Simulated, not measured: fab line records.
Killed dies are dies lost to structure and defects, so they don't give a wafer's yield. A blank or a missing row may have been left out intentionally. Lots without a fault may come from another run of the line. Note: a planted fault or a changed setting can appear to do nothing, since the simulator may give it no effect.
Struck lot and sound lot, side by side    flow sky130    23 out of 708 route steps
Sound: wafers L155.2, L155.4, L155.5. Struck: wafers L161.1, L161.2, L161.5. The cause is named last.
At each step with rows: each side's tool, then ch and its chambers, then its first start. Under that, the readings that differ: sound wafers    struck wafers    difference of the means    sigmas: that difference in standard deviations of wafers without a fault.
alike: readings with means less than 2 such deviations apart, plus words and numbers identical on both sides. not compared: withheld readings, readings lacking a value on some wafer, bounds such as >300 that could conceal the same value, and numbers that have no deviation in the record and whose values overlap.
A row with sigmas, a row that says differs or no value, or rows on one side alone: a step with any of these is where the two part. Non-overlapping numbers with no deviation appear without sigmas and do not part them. Lack of a reading on every wafer of one side parts them only where that side has two or more wafers.

first, 5 steps without rows for these wafers: SKY_RES_PROTECT_SOFTBAKE_03 (time 60 s); SKY_RES_PROTECT_EXPOSE_04 (exposes mask RPM, target cd 1270 nm); SKY_RES_PROTECT_PEB_05; SKY_RES_PROTECT_DEVELOP_06 (develop time 60 s); SKY_POLY_GATE_IMPLANT_02.
SKY_RES_PROTECT_STRIP_07: strips in O2/N2.
  sound on plasma-asher-04 ch 0,1, day 17 16:08; struck on plasma-asher-02 ch 0,1, day 19 15:36
  alike: drypump-motor-current-A, oes-product-au, strip-time-to-endpoint-s
  not compared: rf-hours-counter-h
SKY_RES_PROTECT_TW_MEAS_08:
  struck on film-metro-04, day 19 15:42; sound on film-metro-01, day 17 16:15
  alike: POLY_GATE_TW
then, 2 steps without rows for these wafers: SKY_RES_PROTECT_CLEAN_09 (cleans in SC1/SC2, time 150 s); SKY_POLY_GATE_CVD_03 (deposits Si3N4 from DCS/NH3, target thk 75 nm, time 1290 s).
SKY_POLY_GATE_THK_MEAS_04:
  struck on film-metro-03, day 19 17:51; sound on film-metro-04, day 17 19:22
  alike: POLY_GATE_CVD_03_THK
then, 2 steps without rows for these wafers: SKY_POLY_GATE_DEHYDRATE_05 (time 60 s); SKY_POLY_GATE_HMDS_06 (prime time 60 s).
SKY_POLY_GATE_COAT_07: resist thk 110 nm.
  sound on litho-track-01 ch 0, day 18 09:25; struck on litho-track-04 ch 0, day 20 09:37
reading                                      sound              struck             difference  sigmas
model.BARC_of_POLY_GATE_COAT_07.thk-nm (nm)  110.6 110.7 110.4  112.5 112.2 112.5  +1.8        
  alike: dispense-pressure-kPa
  not compared: chill-plate-temp-C, resist-line-temp-C
then, 5 steps without rows for these wafers: SKY_POLY_GATE_COAT_08 (resist thk 450 nm); SKY_POLY_GATE_SOFTBAKE_09 (time 90 s); SKY_POLY_GATE_EXPOSE_10 (exposes mask P1M, target cd 150 nm); SKY_POLY_GATE_PEB_11; SKY_POLY_GATE_DEVELOP_12 (develop time 60 s).
SKY_POLY_GATE_CD_MEAS_13 targets a cd of 150 nm.
  struck on cd-sem-01, day 21 01:07; sound on cd-sem-02, day 19 00:47
  alike: cd-nm
SKY_POLY_GATE_OVL_MEAS_14:
  struck on overlay-01, day 21 01:14; sound on overlay-02, day 19 00:53
  alike: POLY_GATE_OVL
SKY_POLY_GATE_ETCH_15: etches BARC in N2/H2, stops on SiO2, time 118.5 s, target depth 110 nm.
  sound on rie-diel-02 ch 0,1, day 19 00:55; struck on rie-diel-01 ch 0,3, day 21 01:16
reading                   sound              struck             difference  sigmas
oes-product-au (a.u.)     0.725 0.718 0.716  0.732 0.726 0.735  +0.011      +3
model.etch.depth-nm (nm)  110.6 110.7 110.4  112.5 112.2 112.5  +1.8        
  alike: drypump-motor-current-A, throttle-valve-pct
  not compared: rf-hours-counter-h
SKY_POLY_GATE_ETCH_16: etches Si3N4 in CH3F/O2, stops on poly-Si, time 147.5 s, target depth 75 nm.
  sound on rie-diel-02 ch 0,1, day 19 00:59; struck on rie-diel-01 ch 0,3, day 21 01:20
  alike: ch3f-flow-sccm, drypump-motor-current-A, oes-product-au, throttle-valve-pct
  not compared: rf-hours-counter-h
-- the record jumps here: 28 days lie between the struck wafers' starts before and after (it left off in module POLY_GATE and takes up again in module PAD_OPEN, whose first step shown is number 708 of the route) --
SKY_PAD_OPEN_PROBE_99:
  struck on prober-01, day 49 05:23; sound on prober-01, day 47 15:48
  alike: killed_at_M0_to_M3, killed_at_M4_up, killed-at-contacts, killed-at-front-end, killed-at-other, killed-dies, killed-open, killed-short

WHERE THEY PART
SKY_POLY_GATE_ETCH_15 only, going by this record. Later steps at which nothing parts them and some readings are alike: SKY_POLY_GATE_ETCH_16, SKY_PAD_OPEN_PROBE_99.

WHY: what the simulator had put in
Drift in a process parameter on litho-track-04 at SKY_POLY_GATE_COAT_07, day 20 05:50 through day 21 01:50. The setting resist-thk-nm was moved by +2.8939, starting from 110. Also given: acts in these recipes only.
